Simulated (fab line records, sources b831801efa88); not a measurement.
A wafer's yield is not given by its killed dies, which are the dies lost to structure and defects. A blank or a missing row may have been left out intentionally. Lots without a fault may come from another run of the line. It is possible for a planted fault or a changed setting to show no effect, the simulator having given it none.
Which of the tools did it?	flow gf180mcu	12 lots, 36 wafers sampled, at 6 steps of a route of 602

## WHAT EACH GAUGE READ, for each wafer
GF_V2_THK_MEAS_25: measures by xrf.
lot	measured	on	V2_W_THK (nm)
L451	day 20 06:31	film_metro-02	349 353 348
L452	day 20 14:50	film_metro-02	353 354 352
L453	day 21 02:50	film_metro-02	352 349 347
L460	day 23 19:38	film_metro-03	353 354 352
L461	day 24 01:09	film_metro-02	348 348 355
L462	day 24 10:47	film_metro-02	347 342 342
L463	day 24 19:07	film_metro-01	355 357 357
L464	day 25 02:10	film_metro-01	356 346 345
L466	day 25 11:36	film_metro-03	356 358 362
L465	day 25 17:48	film_metro-03	362 352 351
L474	day 27 20:49	film_metro-01	356 352 351
L473	day 27 23:53	film_metro-03	357 361 363

GF_M3_RS_MEAS_05: a four-point-probe measurement.
lot	measured	on	M3_ALCU_RS (ohm/sq)
L451	day 20 07:07	film_metro-04	0.0709 0.0702 0.0712
L452	day 20 15:25	film_metro-04	0.0708 0.0710 0.0699
L453	day 21 03:26	film_metro-03	0.0705 0.0704 0.0712
L460	day 23 20:13	film_metro-03	0.0703 0.0698 0.0702
L461	day 24 01:46	film_metro-01	0.0694 0.0695 0.0687
L462	day 24 11:22	film_metro-04	0.0689 0.0692 0.0689
L463	day 24 19:43	film_metro-01	0.0688 0.0686 0.0688
L464	day 25 02:45	film_metro-04	0.0693 0.0688 0.0684
L466	day 25 12:11	film_metro-04	0.0702 0.0694 0.0703
L465	day 25 18:23	film_metro-04	0.0703 0.0692 0.0698
L474	day 27 21:25	film_metro-01	0.0697 0.0695 0.0693
L473	day 28 00:28	film_metro-03	0.0698 0.0712 0.0708

GF_V3_THK_MEAS_03.
lot	measured	on	V3_CVD_02_THK (nm)
L451	day 21 07:57	film_metro-02	847 841 857
L452	day 21 16:05	film_metro-02	843 843 852
L453	day 22 04:27	film_metro-01	847 861 859
L460	day 24 19:28	film_metro-04	842 856 838
L461	day 25 00:32	film_metro-04	843 839 870
L462	day 25 10:25	film_metro-02	838 851 855
L463	day 25 18:04	film_metro-02	930 926 930
L464	day 26 00:24	film_metro-04	911 914 935
L466	day 26 10:10	film_metro-01	846 852 850
L465	day 26 15:53	film_metro-04	907 915 929
L474	day 28 17:59	film_metro-02	838 857 850
L473	day 28 20:28	film_metro-02	844 841 847

GF_V3_BOW_MEAS_05.
lot	measured	on	V3_BOW (um)
L451	day 21 08:20	film_metro-04	117 125 124
L452	day 21 16:27	film_metro-02	120 121 110
L453	day 22 04:50	film_metro-04	124 112 113
L460	day 24 19:56	film_metro-04	125 118 133
L461	day 25 00:55	film_metro-01	111 101 115
L462	day 25 10:51	film_metro-01	108 102 110
L463	day 25 18:31	film_metro-01	107 104 105
L464	day 26 00:46	film_metro-04	111 109 109
L466	day 26 10:32	film_metro-04	122 131 116
L465	day 26 16:28	film_metro-02	98 110 104
L474	day 28 18:20	film_metro-02	119 114 103
L473	day 28 20:50	film_metro-02	111 103 121

## EACH LOT AND THE TOOL THAT RAN IT (in order: tool; ch and the chambers of the sampled wafers; start)
lot	GF_V3_CVD_02	GF_V3_CMP_04
L451	pecvd-03 ch 0,1,2, day 21 07:52	cmp-01 ch 0,1,2, day 21 08:08
L452	pecvd-04 ch 0,2, day 21 15:59	cmp-02 ch 1,2,3, day 21 16:15
L453	pecvd-04 ch 1,2, day 22 04:22	cmp-02 ch 1,2,3, day 22 04:35
L460	pecvd-03 ch 0,1, day 24 19:25	cmp-01 ch 0,1,3, day 24 19:41
L461	pecvd-03 ch 1,2, day 25 00:28	cmp-02 ch 0,1, day 25 00:38
L462	pecvd-03 ch 0,2, day 25 10:21	cmp-02 ch 0,1,2, day 25 10:39
L463	pecvd-03 ch 0,1,2, day 25 17:59	cmp-02 ch 0,2,3, day 25 18:18
L464	pecvd-03 ch 0,1,2, day 26 00:20	cmp-02 ch 0,2,3, day 26 00:28
L466	pecvd-02 ch 0,1,2, day 26 10:05	cmp-02 ch 0,1,3, day 26 10:19
L465	pecvd-03 ch 0,2, day 26 15:49	cmp-01 ch 0,1, day 26 16:09
L474	pecvd-04 ch 0,1,2, day 28 17:55	cmp-02 ch 1,2, day 28 18:02
L473	pecvd-02 ch 0,1,2, day 28 20:24	cmp-02 ch 2,3, day 28 20:35
- GF_V3_CVD_02: deposits SiO2 from TEOS, target thk 850 nm, time 94.851 s.
- GF_V3_CMP_04: polishes SiO2.

## AS READ BY THE TOOLS THEMSELVES (means over the sampled wafers that have a number; for cases with no such wafer, the mark the record gives instead)
GF_V3_CVD_02.
lot	tool	heater_power_w (W)	run_length_s (s)
L451	pecvd-03	639	123.1
L452	pecvd-04	723	122.7
L453	pecvd-04	763	122.8
L460	pecvd-03	710	123.0
L461	pecvd-03	614	123.3
L462	pecvd-03	576	122.7
L463	pecvd-03	580	131.1
L464	pecvd-03	636	131.4
L466	pecvd-02	666	122.9
L465	pecvd-03	616	131.1
L474	pecvd-04	735	122.9
L473	pecvd-02	745	122.7

GF_V3_CMP_04.
lot	tool	motor_current_A (A)	slurry_filter_dp_kPa (kPa)	time_to_endpoint_s (s)
L451	cmp-01	11.6	13.38	81
L452	cmp-02	11.6	13.50	79
L453	cmp-02	11.5	13.50	82
L460	cmp-01	11.8	13.62	86
L461	cmp-02	11.6	13.49	82
L462	cmp-02	12.0	13.48	80
L463	cmp-02	11.4	13.40	111
L464	cmp-02	11.1	13.50	104
L466	cmp-02	10.8	13.48	83
L465	cmp-01	10.3	13.58	112
L474	cmp-02	12.4	13.43	77
L473	cmp-02	12.4	13.55	80

## THE ANSWER, worked out from the rows above alone
Rule: the lots themselves supply what counts as usual. Put in order of their means at a reading, lots are off if they are a third of the lots or fewer, leave a main group of 4 or more, and stand apart from it by a gap of 3 or more times the standard deviation of the main group's means; of several such gaps the widest counts. Not used: any main group whose means are identical at the precision the tables above print for the reading. Also off: a lot with no number at a reading for which 4 or more lots have one. The other lots that the step has rows for count as sound. After the gauges, taken in route order, come the tools' own readings; for these a lot's mean is taken, as printed above. The first step at which some lot is off is used, and at that step the reading that is off furthest; a lot without a number counts as furthest.
Off: L463, L464, L465, seen at GF_V3_THK_MEAS_03 (V3_CVD_02_THK). Main group: mean 848 nm, sd 3.2.
If a tool, at a process step before that reading, ran all the lots that are off and no sound lot after the first of them, it fits. Not tried: the gauges at GF_V3_THK_MEAS_03; whatever is off there is also off at GF_V3_CVD_02, on other tools, and gauge error can't account for it. One fits: GF_V3_CVD_02 on pecvd-03. Its last sound lot is L462 (day 25 10:21), its first lot that is off L463 (day 25 17:59): a fault that began between those two fits.
On the lots that are off, the tool's own readings at GF_V3_CVD_02 differ by more than 5 times the standard deviation of the sound lots' means, which bears it out; run_length_s reads 131.2 s there versus 122.9 s on the sound lots.

## WHAT THE SIMULATOR HAD INSERTED
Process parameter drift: pecvd-03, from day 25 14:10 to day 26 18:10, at GF_V3_CVD_02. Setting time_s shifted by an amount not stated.
Struck lots among those shown: L463, L464, L465. The rule above found the same.
